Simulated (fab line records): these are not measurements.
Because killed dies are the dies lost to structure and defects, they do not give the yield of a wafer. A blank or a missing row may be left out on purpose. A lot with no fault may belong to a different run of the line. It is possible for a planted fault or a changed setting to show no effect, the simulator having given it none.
Which of the tools did it? | flow sky130 | Sampling: 11 lots, 33 wafers, 4 of 708 route steps

== WHAT THE GAUGES READ, wafer by wafer ==
SKY_CAP2M_THK_MEAS_01. Usual: for CAP2M_CVD_00_THK the level is 15.62 nm and the standard deviation is 0.21.
lot  | measured     | on            | CAP2M_CVD_00_THK (nm) | flag
L683 | day 39 16:54 | film-metro-02 | 15.24 15.04 15.46     |
L684 | day 39 20:16 | film-metro-04 | 15.58 15.52 15.63     |
L687 | day 40 17:28 | film-metro-02 | 15.36 15.74 15.67     |
L689 | day 41 13:20 | film-metro-04 | 15.52 15.56 15.65     |
L690 | day 41 21:31 | film-metro-04 | 15.55 15.67 15.90     |
L696 | day 43 20:48 | film-metro-04 | 15.72 16.06 15.70     |
L698 | day 44 13:15 | film-metro-02 | 15.39 15.41 15.63     |
L700 | day 44 19:21 | film-metro-02 | 15.47 15.47 15.77     |
L701 | day 44 19:56 | film-metro-04 | 15.28 15.61 15.45     |
L702 | day 44 22:52 | film-metro-02 | 15.84 15.76 15.93     |
L703 | day 45 04:14 | film-metro-02 | 15.52 15.24 15.38     |

SKY_CAP2M_RS_MEAS_03: a four-point-probe measurement. Usual: for CAP2M_TIN_RS the level is 6.94 ohm/sq and the standard deviation is 0.079.
lot  | measured     | on            | CAP2M_TIN_RS (ohm/sq) | flag
L683 | day 39 17:04 | film-metro-01 | 6.94 7.00 7.07        |
L684 | day 39 20:27 | film-metro-02 | 6.85 6.79 6.82        |
L687 | day 40 17:39 | film-metro-01 | 6.92 6.92 6.92        |
L689 | day 41 13:32 | film-metro-02 | 7.05 6.92 6.93        |
L690 | day 41 21:41 | film-metro-02 | 7.04 6.88 6.92        |
L696 | day 43 20:59 | film-metro-04 | 6.96 7.02 6.98        |
L698 | day 44 13:26 | film-metro-01 | 6.72 6.86 6.85        |
L700 | day 44 19:32 | film-metro-01 | 6.93 6.93 6.94        |
L701 | day 44 20:07 | film-metro-02 | 6.86 6.90 6.95        |
L702 | day 44 23:01 | film-metro-02 | 7.00 7.08 6.95        |
L703 | day 45 04:25 | film-metro-01 | 6.84 6.86 6.95        |

== TOOL THAT RAN EACH LOT (tool first, then ch and the chambers of the sampled wafers, then the start) ==
lot  | SKY_METAL4_SPUTTER_02        | SKY_CAP2M_CVD_00
L683 | pvd-sputter-02, day 39 16:46 | pecvd-02 ch 0,1,2, day 39 16:52
L684 | pvd-sputter-02, day 39 20:08 | pecvd-04 ch 1,2, day 39 20:14
L687 | pvd-sputter-04, day 40 17:20 | pecvd-02 ch 0,1,2, day 40 17:26
L689 | pvd-sputter-03, day 41 13:11 | pecvd-03 ch 0,1,2, day 41 13:17
L690 | pvd-sputter-04, day 41 21:22 | pecvd-02 ch 1,2, day 41 21:29
L696 | pvd-sputter-02, day 43 20:40 | pecvd-02 ch 0,2, day 43 20:46
L698 | pvd-sputter-03, day 44 13:07 | pecvd-02 ch 0,1,2, day 44 13:13
L700 | pvd-sputter-03, day 44 19:13 | pecvd-04 ch 0,2, day 44 19:19
L701 | pvd-sputter-04, day 44 19:49 | pecvd-02 ch 0,2, day 44 19:55
L702 | pvd-sputter-04, day 44 22:44 | pecvd-04 ch 1,2, day 44 22:50
L703 | pvd-sputter-02, day 45 04:07 | pecvd-02 ch 1,2, day 45 04:13
- SKY_METAL4_SPUTTER_02: material AlCu, target thk 735 nm, time 39.1 s.
- SKY_CAP2M_CVD_00: deposits SiO2, target thk 15.5 nm.

== AS READ BY THE TOOLS THEMSELVES (means over the sampled wafers that have a number; for cases with no such wafer, the mark the record gives instead) ==
SKY_METAL4_SPUTTER_02. Usual: chamber-pressure-pa 0.3999 Pa, standard deviation 0.00082; throttle-valve-pct 30.0 %, standard deviation 0.79.
lot  | tool           | chamber-pressure-pa (Pa) | throttle-valve-pct (%) | flag
L683 | pvd-sputter-02 | 0.3994                   | 30.0                   |
L684 | pvd-sputter-02 | 0.4004                   | 29.8                   |
L687 | pvd-sputter-04 | 0.3999                   | 29.8                   |
L689 | pvd-sputter-03 | 0.3992                   | 31.4                   |
L690 | pvd-sputter-04 | 0.4006                   | 29.6                   |
L696 | pvd-sputter-02 | 0.4011                   | 29.7                   |
L698 | pvd-sputter-03 | 0.3998                   | 30.0                   |
L700 | pvd-sputter-03 | 0.4006                   | 31.1                   |
L701 | pvd-sputter-04 | 0.4000                   | 29.7                   |
L702 | pvd-sputter-04 | 0.3990                   | 29.8                   |
L703 | pvd-sputter-02 | 0.4001                   | 30.2                   |

SKY_CAP2M_CVD_00. Usual: 691 W for heater-power-w, sd 120.
lot  | tool     | heater-power-w (W) | flag
L683 | pecvd-02 | 769                |
L684 | pecvd-04 | 535                |
L687 | pecvd-02 | 737                |
L689 | pecvd-03 | 756                |
L690 | pecvd-02 | 862                |
L696 | pecvd-02 | 685                |
L698 | pecvd-02 | 728                |
L700 | pecvd-04 | 665                |
L701 | pecvd-02 | 686                |
L702 | pecvd-04 | 556                |
L703 | pecvd-02 | 850                |

== THE ANSWER, worked out from the rows above alone ==
Rule: a lot counts as off when the mean over its wafers that have a number is more than 3 standard deviations away from the usual mean. Also off: a lot with no number at a reading for which 4 or more lots have one. Where the step has rows for the other lots, those lots are counted as sound. The gauges are gone through in route order, then the tools' own readings, and for those a lot's mean is taken as printed above. The first step at which some lot is off is used, and at that step the reading that is off furthest; a lot without a number counts as furthest.
Nothing can be told from this: no lot is off at any reading shown.

== WHAT THE SIMULATOR HAD INSERTED ==
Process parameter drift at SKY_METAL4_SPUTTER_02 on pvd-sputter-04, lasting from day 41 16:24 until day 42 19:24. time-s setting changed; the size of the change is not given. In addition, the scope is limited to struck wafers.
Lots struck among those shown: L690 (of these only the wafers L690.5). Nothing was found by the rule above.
